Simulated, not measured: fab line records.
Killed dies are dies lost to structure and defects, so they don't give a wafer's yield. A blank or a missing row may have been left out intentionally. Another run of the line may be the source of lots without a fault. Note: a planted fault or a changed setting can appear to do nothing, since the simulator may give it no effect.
One fault seen from 2 desks    flow sfqLine    numbers are kept per desk, each desk with only its own; the story behind them comes last

## THE TOOL OWNER'S DESK: pvdSputter-06
The tool's own readings at SFQ_TRILAYER_M2_DEP_SPUTTER_055 (material Nb, target thk 200 nm, time 133.3 s): means of the sampled wafers that have a number, for each lot that ran on this tool. Any lot whose mean is over 4 standard deviations away from the usual mean is out of limits and marked OUT; that distance is given in the brackets.
Columns: A = basePressurePa at SFQ_TRILAYER_M2_DEP_SPUTTER_055, usual 1.32e-06 Pa; B = cathodeDcPowerW at SFQ_TRILAYER_M2_DEP_SPUTTER_055, usual 2000.0 W; C = throttleValvePct at SFQ_TRILAYER_M2_DEP_SPUTTER_055, usual 30.0 %
lot   first seen here  A         B                         C
L646  day 24 16:13     1.34e-06  2000.1                    29.9
L647  day 26 17:47     1.36e-06  2000.0                    30.2
L649  day 26 23:55     1.30e-06  2000.0                    29.7
L651  day 33 02:47     1.35e-06  2000.0                    30.0
L656  day 35 04:07     1.34e-06  1721.3 (-99 or more) OUT  30.3
L657  day 35 08:42     1.33e-06  1721.7 (-99 or more) OUT  29.2
L665  day 38 06:06     1.26e-06  1999.8                    30.9
L666  day 38 18:06     1.33e-06  2000.1                    30.5
L668  day 39 10:33     1.22e-06  2000.0                    29.7
Finding of this desk: L656, L657 out of limits; the first was L656 at day 35 04:07, on cathodeDcPowerW at SFQ_TRILAYER_M2_DEP_SPUTTER_055. L646, L647, L649, L651, L665, L666, L668 stayed within limits.

## METROLOGY DESK
What the gauges read for every lot (on any tool): the sampled wafers with a number, averaged. Any lot whose mean is over 4 standard deviations away from the usual mean is out of limits and marked OUT; that distance is given in the brackets.
Columns: A = M2_NB_RS at SFQ_M2_RS_MEAS_914, usual 0.888 ohm/sq
lot   first seen here  A
L646  day 24 16:18     0.904
L647  day 26 17:52     0.891
L649  day 27 00:02     0.880
L651  day 33 02:52     0.902
L656  day 35 04:14     1.036 (+12) OUT
L657  day 35 08:49     1.016 (+11) OUT
L658  day 35 13:43     0.873
L661  day 36 21:49     0.880
L662  day 37 08:01     0.876
L664  day 37 21:50     0.878
L665  day 38 06:11     0.907
L666  day 38 18:13     0.895
L667  day 38 21:49     0.888
L668  day 39 10:38     0.896
This desk's result: L656, L657 out of limits, first on L656 (M2_NB_RS at SFQ_M2_RS_MEAS_914), day 35 04:14. L646, L647, L649, L651, L658, L661, L662, L664, L665, L666, L667, L668 stayed within limits.

## PUT TOGETHER
The tool owner's desk had the chance to raise an alarm at day 35 04:07 on L656, L657.
On L656, L657, the metrology desk was in a position to raise an alarm at day 35 04:14.
SFQ_TRILAYER_M2_DEP_SPUTTER_055 was run on pvdSputter-06 by each of the lots named.

## WHAT HAD BEEN PUT IN BY THE SIMULATOR
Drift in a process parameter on pvdSputter-06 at SFQ_TRILAYER_M2_DEP_SPUTTER_055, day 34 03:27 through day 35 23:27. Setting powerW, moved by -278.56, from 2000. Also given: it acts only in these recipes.
Lots struck among those shown: L656, L657.
Counting hours from when the fault started, the first reading out of limits came at 25 for the tool owner's desk and at 25 for the metrology desk.
